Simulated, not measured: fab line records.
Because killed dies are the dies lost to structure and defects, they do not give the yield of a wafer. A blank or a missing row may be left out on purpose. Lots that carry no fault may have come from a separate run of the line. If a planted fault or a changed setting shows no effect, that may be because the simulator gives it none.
Matching of chambers || flow gf180mcu || cmp-01 running GF_V1_CMP_04: 4 sister chambers
The step polishes SiO2. 8 wafers are shown with their chamber, then 7 later ones without.

EACH WAFER AND ITS CHAMBER
{"wafer": "L272.2", "chamber": 3, "motor current A (A)": 12.6, "time to endpoint s (s)": 84}
{"wafer": "L273.2", "chamber": 2, "motor current A (A)": 12.2, "time to endpoint s (s)": 82}
{"wafer": "L274.3", "chamber": 3, "motor current A (A)": 13.2, "time to endpoint s (s)": 82}
{"wafer": "L275.1", "chamber": 2, "motor current A (A)": 12.3, "time to endpoint s (s)": 82}
{"wafer": "L275.2", "chamber": 1, "motor current A (A)": 10.7, "time to endpoint s (s)": 79}
{"wafer": "L275.5", "chamber": 1, "motor current A (A)": 10.8, "time to endpoint s (s)": 81}
{"wafer": "L288.2", "chamber": 0, "motor current A (A)": 12.2, "time to endpoint s (s)": 78}
{"wafer": "L288.5", "chamber": 0, "motor current A (A)": 12.1, "time to endpoint s (s)": 87}

WAFERS WHOSE CHAMBER IS MISSING
{"wafer": "L288.6", "motor current A (A)": 11.2, "time to endpoint s (s)": 84}
{"wafer": "L290.4", "motor current A (A)": 12.4, "time to endpoint s (s)": 89}
{"wafer": "L290.5", "motor current A (A)": 12.4, "time to endpoint s (s)": 82}
{"wafer": "L290.6", "motor current A (A)": 12.9, "time to endpoint s (s)": 89}
{"wafer": "L293.2", "motor current A (A)": 12.4, "time to endpoint s (s)": 77}
{"wafer": "L293.3", "motor current A (A)": 12.6, "time to endpoint s (s)": 81}
{"wafer": "L293.6", "motor current A (A)": 12.9, "time to endpoint s (s)": 81}

EACH ONE'S CHAMBER
{"wafer": "L288.6", "from the rows above": "can't be placed: 1 or 0", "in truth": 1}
{"wafer": "L290.4", "from the rows above": "can't be placed: 2 or 0 or 3", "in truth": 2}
{"wafer": "L290.5", "from the rows above": "can't be placed: 2 or 0 or 3", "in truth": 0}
{"wafer": "L290.6", "from the rows above": "can't be placed: 3 or 2", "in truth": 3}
{"wafer": "L293.2", "from the rows above": "can't be placed: 2 or 0 or 3", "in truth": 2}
{"wafer": "L293.3", "from the rows above": "can't be placed: 3 or 2 or 0", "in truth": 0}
{"wafer": "L293.6", "from the rows above": 3, "in truth": 3}
Correctly placed: 1 of 7. From these rows, 6 cannot be placed; in 6 the true chamber is one of the candidates. 0 placed wrongly.
How it was worked out, from the rows above alone: a wafer's distance from a chamber is the root of the sum, over the readings, of the square of ((its reading less the chamber's mean) divided by the reading's scatter). If the next closest chamber is less than 2 further off than the closest, the wafer can't be placed; otherwise it belongs to the closest. The mean given for a chamber averages the wafers shown for that chamber. The scatter: take each reading less its chamber's mean, square it, sum over the shown wafers, divide by the number of wafers less the number of chambers, and take the root.
